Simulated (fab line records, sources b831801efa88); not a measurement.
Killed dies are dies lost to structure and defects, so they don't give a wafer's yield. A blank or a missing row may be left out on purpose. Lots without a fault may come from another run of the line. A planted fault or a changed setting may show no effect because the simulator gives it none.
fab line records | flow sky130
record lots=11 wafers=33 last_day=50
route steps=708 shown LI_CONTACT@384 METAL3@532 VIA3@587 PAD_OPEN@708
lots that met no fault: from a run of the same line without faults
start_h: hours from the record's first day to the start of the lot's first wafer shown | wait_h: hours since the lot's step before | " the same as in the row above | L1.1+2: a row that stands for several wafers | - no value, or no start given | * or withheld: withheld | < > ~ a bound
route shown NAME@n: a module of which the file shows steps, and the number in the route of the first | usual: mean/standard deviation of fault-free wafers | same: alike in all rows | chamber/n: place in a boat | sites: the reading at each site | _std_site: their standard deviation | _edge_site: outer sites' mean less inner sites' | radius_mm: how far each site lies from the wafer's centre | mask NAME#n: copy n | behind: the tool/chamber that last shaped the wafer | hold: why the lot was held/for how many hours/how that ended | device: the transistor (n, p or np) that didn't switch | end of line: the same wafers' tests at the end of the route | a step without rows: its recipe alone | killed: dies lost to structure and defects at the first sort, not the wafer's yield | map: a wafer's dies, x killed, . not, _ none there
set.NAME: the setting as run; set.NAME@STEP: as run at that earlier step | model.NAME: the simulator's own value behind a step, which no gauge read
steps of the route over a sample of lots; a table a step, a row a wafer
services: from which hour (start_h, from the record's first day; less than 0 if before it) a tool's chamber was out of use, for how many hours, and why
## steps
# step SKY_LI_CONTACT_RS_MEAS_22
# recipe thk_meas_gauge=four-point-probe reads=W_of_LI_CONTACT_CVD_21+TiN_of_LI_CONTACT_SPUTTER_20+Ti_of_LI_CONTACT_SPUTTER_19
# usual LI_CONTACT_W_RS=0.280/0.0033
# columns lot.wafer tool chamber start_h wait_h LI_CONTACT_W_RS[ohm/sq]
L425.2 film_metro-03 - 677.76 0.2 0.277
L425.4 " - " " 0.280
L425.5 " - " " 0.278
L427.1 film_metro-03 - 693.20 0.1 0.281
L427.2 " - " " 0.281
L427.6 " - " " 0.280
L430.1 film_metro-03 - 719.18 0.1 0.279
L430.3 " - " " 0.280
L430.6 " - " " 0.279
L431.1 film_metro-01 - 735.88 0.1 0.279
L431.4 " - " " 0.282
L431.5 " - " " 0.283
L432.1 film_metro-02 - 741.65 0.1 0.279
L432.2 " - " " 0.279
L432.4 " - " " 0.282
L434.1 film_metro-03 - 750.31 0.1 0.286
L434.3 " - " " 0.283
L434.4 " - " " 0.283
L439.1 film_metro-03 - 822.43 0.1 0.276
L439.4 " - " " 0.277
L439.5 " - " " 0.277
L443.1 film_metro-03 - 827.38 0.1 0.279
L443.3 " - " " 0.276
L443.4 " - " " 0.278
L446.3 film_metro-03 - 840.11 0.1 0.277
L446.4 " - " " 0.277
L446.6 " - " " 0.280
L447.1 film_metro-03 - 854.52 0.1 0.280
L447.2 " - " " 0.282
L447.3 " - " " 0.281
L448.2 film_metro-03 - 856.83 0.1 0.275
L448.4 " - " " 0.274
L448.5 " - " " 0.275
# step SKY_METAL3_SPUTTER_00
# recipe material=Ti target_thk_nm=15 power_w=3000 time_s=10 chamber_pressure_pa=0.4
# usual cathode_dc_power_W=3000.0/0.57 chamber_pressure_pa=0.3999/0.0008 throttle_valve_pct=31.0/1.1
# columns lot.wafer tool chamber start_h wait_h cathode_dc_power_W chamber_pressure_pa throttle_valve_pct
L425.2 pvd_sputter-01 - 852.19 0.2 3001.3 0.3988 29.2
L425.4 " - " " 3000.0 0.4002 31.7
L425.5 " - " " 3000.2 0.3994 28.9
L427.1 pvd_sputter-03 - 864.49 0.1 3000.4 0.4004 30.0
L427.2 " - " " 3000.3 0.4002 31.8
L427.6 " - " " 2999.6 0.4003 32.3
L430.1 pvd_sputter-01 - 888.03 0.2 2999.6 0.3983 30.2
L430.3 " - " " 3000.0 0.4009 31.9
L430.6 " - " " 2999.9 0.4007 29.3
L431.1 pvd_sputter-01 - 904.13 0.1 3001.1 0.4008 29.2
L431.4 " - " " 2999.3 0.4007 30.0
L431.5 " - " " 2999.9 0.3994 32.2
L432.1 pvd_sputter-03 - 909.51 0.1 2999.7 0.3999 30.3
L432.2 " - " " 2999.3 0.4004 29.7
L432.4 " - " " 2999.8 0.4010 32.0
L434.1 pvd_sputter-04 - 916.73 0.1 3000.0 0.4004 31.7
L434.3 " - " " 2999.1 0.3987 32.3
L434.4 " - " " 2999.3 0.3993 29.7
L439.1 pvd_sputter-03 - 982.85 0.1 3000.1 0.4005 30.6
L439.4 " - " " 2999.4 0.4010 32.2
L439.5 " - " " 3000.0 0.4010 32.0
L443.1 pvd_sputter-03 - 989.61 0.2 2999.9 0.3999 30.2
L443.3 " - " " 2999.3 0.3999 32.0
L443.4 " - " " 3000.0 0.4000 32.2
L446.3 pvd_sputter-01 - 998.65 0.2 2999.8 0.3983 29.2
L446.4 " - " " 3000.3 0.4006 30.2
L446.6 " - " " 2999.1 0.3994 28.9
L447.1 pvd_sputter-03 - 1014.17 0.2 2999.1 0.3996 30.3
L447.2 " - " " 3000.2 0.4005 31.9
L447.3 " - " " 3000.3 0.3996 29.7
L448.2 pvd_sputter-03 - 1015.96 0.2 2999.9 0.3999 31.6
L448.4 " - " " 2999.0 0.4001 31.9
L448.5 " - " " 3000.0 0.3992 29.8
# step SKY_METAL3_SPUTTER_01
# recipe material=TiN target_thk_nm=20 power_w=6500 time_s=16.7 chamber_pressure_pa=0.4
# usual cathode_dc_power_W=6500.0/1.2 chamber_pressure_pa=0.3999/0.00077 throttle_valve_pct=31.0/1.1
# columns lot.wafer tool chamber start_h wait_h cathode_dc_power_W chamber_pressure_pa throttle_valve_pct
L425.2 pvd_sputter-01 - 852.22 0.0 6499.2 0.3991 29.0
L425.4 " - " " 6499.6 0.3993 31.6
L425.5 " - " " 6501.2 0.3993 28.9
L427.1 pvd_sputter-03 - 864.51 0.0 6499.7 0.3996 29.8
L427.2 " - " " 6499.9 0.3998 32.0
L427.6 " - " " 6501.4 0.4003 32.0
L430.1 pvd_sputter-01 - 888.06 0.0 6501.3 0.4000 30.1
L430.3 " - " " 6499.6 0.3989 31.6
L430.6 " - " " 6501.7 0.3998 29.3
L431.1 pvd_sputter-01 - 904.16 0.0 6499.7 0.3990 29.1
L431.4 " - " " 6497.1 0.3993 30.3
L431.5 " - " " 6501.6 0.4003 31.9
L432.1 pvd_sputter-03 - 909.53 0.0 6499.1 0.3994 30.2
L432.2 " - " " 6500.8 0.4004 29.7
L432.4 " - " " 6499.6 0.3992 31.9
L434.1 pvd_sputter-04 - 916.75 0.0 6498.9 0.3998 31.9
L434.3 " - " " 6498.3 0.3999 32.4
L434.4 " - " " 6501.9 0.4002 29.5
L439.1 pvd_sputter-03 - 982.88 0.0 - - -
L439.4 " - " " - - -
L439.5 " - " " - - -
L443.1 pvd_sputter-03 - 989.64 0.0 - - -
L443.3 " - " " - - -
L443.4 " - " " - - -
L446.3 pvd_sputter-01 - 998.67 0.0 6499.7 0.4003 29.3
L446.4 " - " " 6502.9 0.4001 29.9
L446.6 " - " " 6498.3 0.4005 29.0
L447.1 pvd_sputter-03 - 1014.19 0.0 6501.5 0.4001 30.2
L447.2 " - " " 6501.0 0.4006 31.9
L447.3 " - " " 6498.3 0.3994 29.8
L448.2 pvd_sputter-03 - 1015.99 0.0 6500.4 0.3993 31.9
L448.4 " - " " 6497.9 0.3995 31.9
L448.5 " - " " 6499.7 0.4010 29.8
# step SKY_VIA3_ETCH_14
# recipe chemistry=N2/H2 target=BARC ion_energy_ev=200 source_w=500 bias_w=100 pressure_mtorr=30 n2_flow_sccm=100 h2_flow_sccm=200 stop_on=SiO2 time_s=47.72 target_depth_a=600
# usual drypump_motor_current_A=5.6/0.42 n2_flow_sccm=100.0/0.31 oes_product_au=0.848/0.0049 throttle_valve_pct=13.222/0.0098
# columns lot.wafer tool chamber start_h wait_h drypump_motor_current_A n2_flow_sccm oes_product_au rf_hours_counter_h throttle_valve_pct
L425.2 rie_diel-03 0 932.15 0.0 5.9 99.8 0.859 3 13.214
L425.4 " 3 " " 5.4 99.9 0.847 16 13.218
L425.5 " 2 " " 5.1 99.6 0.853 - 13.222
L427.1 rie_diel-03 3 943.44 0.0 5.4 100.3 0.849 17 13.225
L427.2 " 2 " " 5.1 99.8 0.848 26 13.217
L427.6 " 3 " " 5.4 99.6 0.844 - 13.237
L430.1 rie_diel-02 1 964.70 0.0 5.4 100.2 0.848 16 13.235
L430.3 " 0 " " 5.9 100.2 0.856 12 13.228
L430.6 " 2 " " 6.2 100.2 0.845 - 13.237
L431.1 rie_diel-02 0 981.20 0.0 5.9 100.1 0.840 12 13.227
L431.4 " 1 " " 5.4 100.3 0.849 17 13.235
L431.5 " 1 " " 5.4 99.9 0.841 - 13.205
L432.1 rie_diel-04 3 990.58 0.0 5.0 100.1 0.853 14 13.224
L432.2 " 1 " " 5.7 100.4 0.837 16 13.209
L432.4 " 2 " " 5.3 99.8 0.849 20 13.196
L434.1 rie_diel-02 1 992.68 0.0 5.4 99.6 0.844 17 13.223
L434.3 " 0 " " 5.9 100.1 0.841 13 13.228
L434.4 " 2 " " 6.2 99.6 0.856 15 13.222
L439.1 rie_diel-04 3 1054.40 0.0 5.0 100.0 0.853 16 13.219
L439.4 " 1 " " 5.8 100.1 0.850 19 13.203
L439.5 " 3 " " 5.0 99.9 0.848 - 13.216
L443.1 rie_diel-02 3 1060.50 0.0 6.1 100.1 0.854 21 13.237
L443.3 " 0 " " 5.9 100.1 0.842 15 13.218
L443.4 " 1 " " 5.4 99.6 0.855 20 13.222
L446.3 rie_diel-03 1 1068.43 0.0 5.4 100.0 0.853 17 13.241
L446.4 " 2 " " 5.1 99.9 0.840 - 13.221
L446.6 " 1 " " 5.4 100.6 0.857 - 13.229
L447.1 rie_diel-02 1 1082.35 0.0 5.4 100.1 0.852 20 13.224
L447.2 " 2 " " 6.2 100.0 0.845 18 13.228
L447.3 " 3 " " 6.0 99.7 0.846 22 13.220
L448.2 rie_diel-02 3 1084.52 0.0 6.0 100.2 0.844 22 13.220
L448.4 " 2 " " 6.3 100.0 0.840 18 13.214
L448.5 " 0 " " 5.9 99.9 0.840 - 13.221
# step SKY_PAD_OPEN_PROBE_99
# usual defect_limited_yield=82.5/2.1 killed_at_M0_to_M3=43/7.7 killed_at_M4_up=3.4/1.9 killed_at_contacts=25/5.6 killed_at_front_end=14/4.3 killed_at_other=0.2/0.5 killed_dies=86/10 killed_on_rim=17/4.1 killed_open=47/7.2 killed_short=39/6.7 sort_bin_3_pad_short=0.9/0.46 sort_bin_5_function=10.4/1.5 sort_bin_6_memory=6.2/1.2 sort_n_pass=406/10 sort_yield_pct=82.5/2.1
# same gross_dies=492 killed_at_back_side=0 sort_bin_4_leakage[%]=0 sort_bin_8_speed[%]=0
# columns lot.wafer tool chamber start_h wait_h defect_limited_yield[%] killed_at_M0_to_M3 killed_at_M4_up killed_at_contacts killed_at_front_end killed_at_other killed_dies killed_on_rim killed_open killed_short sort_bin_3_pad_short[%] sort_bin_5_function[%] sort_bin_6_memory[%] sort_n_pass sort_yield_pct[%]
L425.2 prober-02 - 1078.20 0.1 83.3 48 4 16 13 1 82 16 45 37 0.4 10.8 5.5 410 83.3
L425.4 prober-02 - 1078.30 0.2 84.8 37 5 20 11 2 75 17 45 30 1.2 9.3 4.7 417 84.8
L425.5 prober-02 - 1078.35 0.2 88.0 35 2 16 6 0 59 17 28 31 1.0 6.9 4.1 433 88.0
L427.1 prober-02 - 1088.15 0.1 79.7 51 3 32 14 0 100 20 60 40 0.4 12.0 7.9 392 79.7
L427.2 prober-02 - 1088.20 0.1 82.3 48 5 25 9 0 87 14 46 41 1.8 9.8 6.1 405 82.3
L427.6 prober-02 - 1088.40 0.2 83.9 36 0 32 11 0 79 14 46 33 1.2 8.9 5.9 413 83.9
L430.1 prober-01 - 1109.11 0.1 84.1 46 3 18 11 0 78 16 40 38 1.8 9.6 4.5 414 84.1
L430.3 prober-01 - 1109.21 0.2 81.5 44 2 34 11 0 91 13 55 36 0.2 12.2 6.1 401 81.5
L430.6 prober-01 - 1109.36 0.2 87.2 35 2 18 8 0 63 6 32 31 0.6 7.1 5.1 429 87.2
L431.1 prober-02 - 1120.33 0.1 80.1 53 2 31 12 0 98 18 57 41 1.2 11.4 7.3 394 80.1
L431.4 prober-02 - 1120.48 0.2 83.5 41 1 25 13 1 81 16 40 41 1.2 9.8 5.5 411 83.5
L431.5 prober-02 - 1120.53 0.2 82.9 47 1 24 12 0 84 18 48 36 1.0 9.3 6.7 408 82.9
L432.1 prober-01 - 1128.10 0.1 81.7 51 1 20 17 1 90 17 48 42 1.0 9.6 7.7 402 81.7
L432.2 prober-01 - 1128.15 0.1 80.3 51 3 26 17 0 97 16 59 38 1.0 12.6 6.1 395 80.3
L432.4 prober-01 - 1128.25 0.2 84.3 30 1 29 17 0 77 12 40 37 0.6 9.1 5.9 415 84.3
L434.1 prober-01 - 1130.86 0.1 80.1 58 4 15 21 0 98 24 53 45 1.2 9.8 8.9 394 80.1
L434.3 prober-01 - 1130.96 0.2 82.7 38 3 27 17 0 85 13 48 37 1.8 10.6 4.9 407 82.7
L434.4 prober-01 - 1131.01 0.2 79.5 43 3 28 27 0 101 24 61 40 1.2 12.4 6.9 391 79.5
L439.1 prober-02 - 1178.29 0.1 81.7 55 3 20 12 0 90 16 47 43 1.2 10.4 6.7 402 81.7
L439.4 prober-02 - 1178.44 0.2 81.5 40 5 28 18 0 91 21 45 46 0.8 10.8 6.9 401 81.5
L439.5 prober-02 - 1178.49 0.2 81.1 43 2 32 16 0 93 19 48 45 0.4 11.0 7.5 399 81.1
L443.1 prober-02 - 1185.21 0.1 83.5 30 1 23 27 0 81 16 43 38 0 10.8 5.7 411 83.5
L443.3 prober-02 - 1185.31 0.2 83.1 32 2 32 17 0 83 17 48 35 1.6 8.7 6.5 409 83.1
L443.4 prober-02 - 1185.36 0.2 83.7 39 2 24 14 1 80 17 39 41 0.6 10.0 5.7 412 83.7
L446.3 prober-01 - 1191.67 0.2 80.7 48 3 26 18 0 95 22 50 45 1.4 9.6 8.3 397 80.7
L446.4 prober-01 - 1191.72 0.2 82.5 43 5 31 7 0 86 10 50 36 0.2 9.8 7.5 406 82.5
L446.6 prober-01 - 1191.82 0.2 82.3 36 5 31 14 1 87 21 52 35 0.4 9.3 7.9 405 82.3
L447.1 prober-02 - 1200.41 0.1 82.7 38 4 25 18 0 85 19 45 40 1.4 9.8 6.1 407 82.7
L447.2 prober-02 - 1200.46 0.1 86.4 30 2 15 20 0 67 18 34 33 0.8 8.1 4.7 425 86.4
L447.3 prober-02 - 1200.51 0.2 81.3 46 4 30 12 0 92 17 48 44 0.8 11.6 6.3 400 81.3
L448.2 prober-01 - 1204.00 0.1 85.8 34 2 20 14 0 70 16 43 27 0.4 6.7 7.1 422 85.8
L448.4 prober-01 - 1204.10 0.2 82.5 38 3 26 19 0 86 14 54 32 0.2 10.2 7.1 406 82.5
L448.5 prober-01 - 1204.15 0.2 80.9 47 3 31 13 0 94 18 44 50 0.6 10.8 7.7 398 80.9
# killed by level:class
L425.2 VIA2:geometric_particle:open=9 VIA1:geometric_particle:open=9 METAL1:geometric_particle:short=6 VIA3:geometric_particle:short=6 VIA3:geometric_particle:open=6 LI_CONTACT:geometric_particle:open=5 CONTACT:geometric_particle:open=5 FIELD_ISO:geometric_particle:open=4
L425.4 VIA2:geometric_particle:open=10 CONTACT:geometric_particle:open=9 VIA3:geometric_particle:open=7 METAL1:geometric_particle:short=5 FIELD_ISO:geometric_particle:short=4 CONTACT:geometric_particle:short=4 VIA1:geometric_particle:short=4 LI_CONTACT:geometric_particle:open=3
L425.5 METAL2:geometric_particle:short=7 CONTACT:geometric_particle:short=6 CONTACT:geometric_particle:open=6 VIA3:geometric_particle:open=6 VIA1:geometric_particle:open=4 VIA1:geometric_particle:short=4 METAL3:geometric_particle:short=4 FIELD_ISO:geometric_particle:open=2
L427.1 CONTACT:geometric_particle:open=11 LI_CONTACT:geometric_particle:open=10 VIA3:geometric_particle:open=10 VIA2:geometric_particle:open=9 LOCAL_INTERCONNECT:geometric_particle:short=8 VIA1:geometric_particle:open=6 VIA1:geometric_particle:short=5 VIA3:geometric_particle:short=5
L427.2 VIA2:geometric_particle:open=10 VIA1:geometric_particle:open=9 CONTACT:geometric_particle:open=8 METAL1:geometric_particle:short=7 CONTACT:geometric_particle:short=6 LI_CONTACT:geometric_particle:open=5 METAL4:geometric_particle:short=4 METAL2:geometric_particle:short=4
L427.6 VIA2:geometric_particle:open=10 LI_CONTACT:geometric_particle:open=9 CONTACT:geometric_particle:open=9 LI_CONTACT:geometric_particle:short=7 VIA1:geometric_particle:open=5 POLY_GATE:geometric_particle:short=4 CONTACT:geometric_particle:short=4 VIA1:geometric_particle:short=4
L430.1 VIA1:geometric_particle:open=9 CONTACT:geometric_particle:open=9 VIA3:geometric_particle:open=8 POLY_GATE:geometric_particle:short=7 VIA2:geometric_particle:open=6 METAL2:geometric_particle:short=5 VIA3:geometric_particle:short=5 LOCAL_INTERCONNECT:geometric_particle:short=4
L430.3 VIA1:geometric_particle:open=13 CONTACT:geometric_particle:open=11 LI_CONTACT:geometric_particle:open=9 VIA1:geometric_particle:short=7 METAL2:geometric_particle:open=6 LOCAL_INTERCONNECT:geometric_particle:short=5 POLY_GATE:geometric_particle:open=4 LI_CONTACT:geometric_particle:short=4
L430.6 VIA1:geometric_particle:open=12 CONTACT:geometric_particle:open=7 LOCAL_INTERCONNECT:geometric_particle:short=5 POLY_GATE:geometric_particle:short=4 METAL1:geometric_particle:short=4 METAL3:geometric_particle:short=4 CONTACT:geometric_particle:short=3 VIA2:geometric_particle:short=3
L431.1 VIA1:geometric_particle:open=16 CONTACT:geometric_particle:open=15 LI_CONTACT:geometric_particle:open=7 METAL1:geometric_particle:short=7 VIA2:geometric_particle:open=6 VIA3:geometric_particle:short=6 CONTACT:geometric_particle:short=5 VIA1:geometric_particle:short=5
L431.4 CONTACT:geometric_particle:open=11 VIA2:geometric_particle:open=10 VIA1:geometric_particle:open=9 FIELD_ISO:geometric_particle:short=6 METAL2:geometric_particle:short=6 LOCAL_INTERCONNECT:geometric_particle:short=5 CONTACT:geometric_particle:short=5 VIA3:geometric_particle:short=5
L431.5 VIA1:geometric_particle:open=10 CONTACT:geometric_particle:open=8 VIA2:geometric_particle:short=6 LI_CONTACT:geometric_particle:open=6 VIA2:geometric_particle:open=6 POLY_GATE:geometric_particle:short=4 VIA3:geometric_particle:open=4 METAL1:geometric_particle:open=4
L432.1 VIA1:geometric_particle:open=11 FIELD_ISO:geometric_particle:short=7 CONTACT:geometric_particle:open=7 VIA1:geometric_particle:short=6 METAL2:geometric_particle:short=6 LI_CONTACT:geometric_particle:open=6 METAL1:geometric_particle:short=6 VIA2:geometric_particle:open=6
L432.2 VIA1:geometric_particle:open=15 CONTACT:geometric_particle:open=14 FIELD_ISO:geometric_particle:short=8 LI_CONTACT:geometric_particle:open=6 METAL1:geometric_particle:short=6 FIELD_ISO:geometric_particle:open=5 VIA2:geometric_particle:open=5 VIA3:geometric_particle:open=5
L432.4 CONTACT:geometric_particle:open=10 VIA1:geometric_particle:open=9 CONTACT:geometric_particle:short=8 FIELD_ISO:geometric_particle:short=7 FIELD_ISO:geometric_particle:open=5 LI_CONTACT:geometric_particle:open=5 METAL1:geometric_particle:short=5 LOCAL_INTERCONNECT:geometric_particle:short=4
L434.1 VIA1:geometric_particle:open=19 METAL1:geometric_particle:short=11 VIA3:geometric_particle:open=6 FIELD_ISO:geometric_particle:short=5 POLY_GATE:geometric_particle:short=5 LI_CONTACT:geometric_particle:open=5 METAL2:geometric_particle:short=5 VIA1:geometric_particle:short=5
L434.3 CONTACT:geometric_particle:open=14 VIA1:geometric_particle:open=7 VIA2:geometric_particle:open=7 FIELD_ISO:geometric_particle:short=5 LI_CONTACT:geometric_particle:open=5 VIA3:geometric_particle:open=5 VIA1:geometric_particle:short=5 FIELD_ISO:geometric_particle:open=4
L434.4 VIA1:geometric_particle:open=15 FIELD_ISO:geometric_particle:open=11 CONTACT:geometric_particle:short=7 METAL1:geometric_particle:short=7 LI_CONTACT:geometric_particle:open=6 CONTACT:geometric_particle:open=6 VIA2:geometric_particle:open=6 FIELD_ISO:geometric_particle:short=5
L439.1 CONTACT:geometric_particle:open=9 VIA2:geometric_particle:open=9 VIA1:geometric_particle:open=7 VIA1:geometric_particle:short=6 METAL1:geometric_particle:short=6 METAL2:geometric_particle:short=6 VIA3:geometric_particle:short=5 VIA3:geometric_particle:open=4
L439.4 CONTACT:geometric_particle:open=10 LI_CONTACT:geometric_particle:open=9 FIELD_ISO:geometric_particle:short=7 METAL1:geometric_particle:short=7 VIA2:geometric_particle:open=7 VIA1:geometric_particle:open=7 VIA1:geometric_particle:short=5 METAL2:geometric_particle:short=5
L439.5 VIA1:geometric_particle:open=12 CONTACT:geometric_particle:open=9 LI_CONTACT:geometric_particle:open=7 VIA1:geometric_particle:short=7 LOCAL_INTERCONNECT:geometric_particle:short=6 CONTACT:geometric_particle:short=5 METAL2:geometric_particle:short=5 FIELD_ISO:geometric_particle:open=4
L443.1 CONTACT:geometric_particle:open=9 FIELD_ISO:geometric_particle:open=7 POLY_GATE:geometric_particle:short=7 VIA1:geometric_particle:open=7 FIELD_ISO:geometric_particle:short=6 POLY_GATE:geometric_particle:open=6 LI_CONTACT:geometric_particle:open=6 VIA1:geometric_particle:short=6
L443.3 CONTACT:geometric_particle:open=9 LI_CONTACT:geometric_particle:open=8 VIA1:geometric_particle:open=8 FIELD_ISO:geometric_particle:open=6 METAL1:geometric_particle:short=5 LOCAL_INTERCONNECT:geometric_particle:short=5 VIA2:geometric_particle:open=5 FIELD_ISO:geometric_particle:short=4
L443.4 CONTACT:geometric_particle:open=9 VIA3:geometric_particle:open=9 VIA2:geometric_particle:open=6 FIELD_ISO:geometric_particle:short=5 CONTACT:geometric_particle:short=5 METAL3:geometric_particle:short=5 LI_CONTACT:geometric_particle:open=4 LOCAL_INTERCONNECT:geometric_particle:short=4
L446.3 VIA1:geometric_particle:open=12 CONTACT:geometric_particle:open=9 VIA2:geometric_particle:open=7 POLY_GATE:geometric_particle:short=6 LI_CONTACT:geometric_particle:open=6 POLY_GATE:geometric_particle:open=5 CONTACT:geometric_particle:short=5 METAL1:geometric_particle:short=5
L446.4 LI_CONTACT:geometric_particle:open=12 CONTACT:geometric_particle:open=9 VIA3:geometric_particle:open=8 VIA2:geometric_particle:open=7 VIA1:geometric_particle:short=7 VIA1:geometric_particle:open=5 LI_CONTACT:geometric_particle:short=4 METAL2:geometric_particle:short=4
L446.6 LI_CONTACT:geometric_particle:open=11 CONTACT:geometric_particle:open=10 VIA2:geometric_particle:open=7 METAL1:geometric_particle:short=7 CONTACT:geometric_particle:short=6 POLY_GATE:geometric_particle:open=5 METAL4:geometric_particle:short=5 VIA3:geometric_particle:open=5
L447.1 CONTACT:geometric_particle:open=11 LI_CONTACT:geometric_particle:open=7 METAL1:geometric_particle:short=7 VIA1:geometric_particle:open=7 FIELD_ISO:geometric_particle:open=6 METAL2:geometric_particle:short=6 FIELD_ISO:geometric_particle:short=5 POLY_GATE:geometric_particle:short=4
L447.2 VIA3:geometric_particle:open=8 CONTACT:geometric_particle:open=8 METAL1:geometric_particle:short=8 POLY_GATE:geometric_particle:short=7 FIELD_ISO:geometric_particle:short=5 POLY_GATE:geometric_particle:open=4 VIA1:geometric_particle:open=4 LOCAL_INTERCONNECT:geometric_particle:short=3
L447.3 CONTACT:geometric_particle:open=11 LI_CONTACT:geometric_particle:open=9 LOCAL_INTERCONNECT:geometric_particle:short=8 VIA1:geometric_particle:open=7 VIA2:geometric_particle:open=6 VIA3:geometric_particle:short=6 VIA3:geometric_particle:open=6 POLY_GATE:geometric_particle:short=4
L448.2 LI_CONTACT:geometric_particle:open=11 METAL1:geometric_particle:short=7 VIA1:geometric_particle:open=7 VIA2:geometric_particle:open=7 FIELD_ISO:geometric_particle:short=4 FIELD_ISO:geometric_particle:open=3 POLY_GATE:geometric_particle:open=3 CONTACT:geometric_particle:open=3
L448.4 CONTACT:geometric_particle:open=10 LI_CONTACT:geometric_particle:open=9 VIA2:geometric_particle:open=8 VIA3:geometric_particle:open=7 FIELD_ISO:geometric_particle:short=5 VIA1:geometric_particle:open=5 VIA2:geometric_particle:short=3 CONTACT:geometric_particle:short=3
L448.5 VIA3:geometric_particle:open=10 CONTACT:geometric_particle:open=10 METAL1:geometric_particle:short=9 LOCAL_INTERCONNECT:geometric_particle:short=8 VIA1:geometric_particle:short=7 VIA1:geometric_particle:open=7 CONTACT:geometric_particle:short=6 FIELD_ISO:geometric_particle:short=4
## services
# columns tool chamber start_h hours kind
rie_diel-03 0 855.26 - clean
rie_diel-03 0 855.26 21.7 scheduled_down
rie_diel-03 0 855.26 21.7 vent_cycle
rie_diel-02 2 857.34 3.0 repair
rie_diel-02 - 857.48 0.2 repair
rie_diel-02 0 869.38 14.4 repair
rie_diel-03 2 871.72 34.7 repair
rie_diel-04 - 885.82 41.6 repair
pvd_sputter-04 - 888.33 7.5 repair
rie_diel-04 3 912.85 5.1 repair
rie_diel-03 - 978.57 15.6 pm
rie_diel-03 2 994.17 - clean
rie_diel-03 2 994.17 17.9 scheduled_down
rie_diel-03 2 994.17 17.9 vent_cycle
rie_diel-03 0 1036.26 7.6 repair
rie_diel-03 3 1044.59 67.7 repair
rie_diel-02 1 1060.69 7.9 repair
rie_diel-03 0 1073.54 5.6 repair
rie_diel-04 0 1074.41 38.8 repair
## key
first_sign step=SKY_METAL3_SPUTTER_01 reading=tool_record direction=missing
effect none on later readings
met_at SKY_METAL3_SPUTTER_01
struck_lots L439,L443
not_acting_at SKY_LI_CONTACT_RS_MEAS_22,SKY_METAL3_SPUTTER_00,SKY_VIA3_ETCH_14
onset_between 909.53 982.88
fault kind=skipped_step_whole tool=pvd_sputter-03 chamber=- onset_h=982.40 steps=SKY_METAL3_SPUTTER_01 scope=struck_lots_only
